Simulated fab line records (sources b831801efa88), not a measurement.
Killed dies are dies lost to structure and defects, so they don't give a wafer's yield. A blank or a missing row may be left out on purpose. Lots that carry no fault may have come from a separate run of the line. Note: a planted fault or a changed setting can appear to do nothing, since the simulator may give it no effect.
Split-lot study | flow gf180mcu | 5 lots, 23 wafers read, on a route of 602 steps

## ON THE SPLIT
At GF_M1_SPUTTER_03 (material Ti, target thk 10 nm, time 6.7 s), the setting powerW was moved away from the recipe's 3000 W on 5 of the 23 wafers read, by -11.1% to +11.3%. This setting was run at the recipe's value on the other wafers.

The reading is taken at the split's own step.

## THE READING
Ti_of_M1_SPUTTER_03.thkNm (the simulator's own value, which no gauge read), in nm, at GF_M1_SPUTTER_03 (material Ti, target thk 10 nm, time 6.7 s). The file does not state a usual value for it. Here, 18 wafers ran the recipe; their average is 10.013 nm with a standard deviation of 0.099 nm.

wafer  | tool, chamber at the split | powerW as run, W | against the recipe | Ti_of_M1_SPUTTER_03.thkNm, nm | against lot-mates on the recipe
L076.1 | pvdSputter-03, -           | 3000             | recipe             | 9.967                         | -
L076.3 | pvdSputter-03, -           | 3000             | recipe             | 9.896                         | -
L076.4 | pvdSputter-03, -           | 3000             | recipe             | 9.976                         | -
L076.5 | pvdSputter-03, -           | 3000             | recipe             | 10.17                         | -
L076.6 | pvdSputter-03, -           | 3000             | recipe             | 9.996                         | -
L077.1 | pvdSputter-02, -           | 2668             | -11.1%             | 8.849                         | -1.052
L077.3 | pvdSputter-02, -           | 3000             | recipe             | 10                            | -
L077.4 | pvdSputter-02, -           | 3000             | recipe             | 9.802                         | -
L077.5 | pvdSputter-02, -           | 2668             | -11.1%             | 8.815                         | -1.086
L077.6 | pvdSputter-02, -           | 2668             | -11.1%             | 8.75                          | -1.151
L079.1 | pvdSputter-02, -           | 3000             | recipe             | 9.93                          | -
L079.2 | pvdSputter-02, -           | 3000             | recipe             | 9.938                         | -
L079.3 | pvdSputter-02, -           | 3000             | recipe             | 9.99                          | -
L079.4 | pvdSputter-02, -           | 3338             | +11.3%             | 11.07                         | +1.117
L079.5 | pvdSputter-02, -           | 3338             | +11.3%             | 11.02                         | +1.067
L080.1 | pvdSputter-03, -           | 3000             | recipe             | 10.02                         | -
L080.2 | pvdSputter-03, -           | 3000             | recipe             | 9.964                         | -
L080.4 | pvdSputter-03, -           | 3000             | recipe             | 10.1                          | -
L080.5 | pvdSputter-03, -           | 3000             | recipe             | 9.959                         | -
L080.6 | pvdSputter-03, -           | 3000             | recipe             | 10.09                         | -
L082.2 | pvdSputter-03, -           | 3000             | recipe             | 10.19                         | -
L082.5 | pvdSputter-03, -           | 3000             | recipe             | 10.1                          | -
L082.6 | pvdSputter-03, -           | 3000             | recipe             | 10.15                         | -

THE FIT
A straight line over all 23 wafers: Ti_of_M1_SPUTTER_03.thkNm changes by +0.102 nm for each +1% of powerW; r = +0.98; the points scatter about the line by 0.1 nm.
The same after taking each lot's own level away (the mean of its wafers on the recipe; 23 wafers): +0.0982 nm for each +1%; r = +0.99; scatter 0.066 nm.
According to that fit, moving powerW by its largest amount changes the reading by 1.1 nm.
From 9.9010 to 10.1467 nm: that is the span of the lots' own levels, equal to 2.5 times the standard deviation above.
So the lot-to-lot level changes the slope little: the two slopes agree.
Check: with one of the wafers moved furthest among these (+11.3%) left out of the fit, the line predicts +1.1 nm for it against its lot-mates. It came out at +1.12 nm against them.

## OTHER SPLITS ON THESE WAFERS
Before the reading, these wafers also passed through other splits. Each is held against what the fit with the lots' levels taken away leaves over:
other split on the same wafers | wafers away from the commonest value | r with Ti_of_M1_SPUTTER_03.thkNm (lot level and that fit taken away)
GF_CONTACT_PEB_12 pebTimeS     | 7                                    | -0.07
GF_CONTACT_CVD_24 tempC        | 7                                    | +0.00

## THE FILE'S OWN FIT
Ti_of_M1_SPUTTER_03.thkNm changes by +0.0981 nm for each +1% of powerW, r = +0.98.
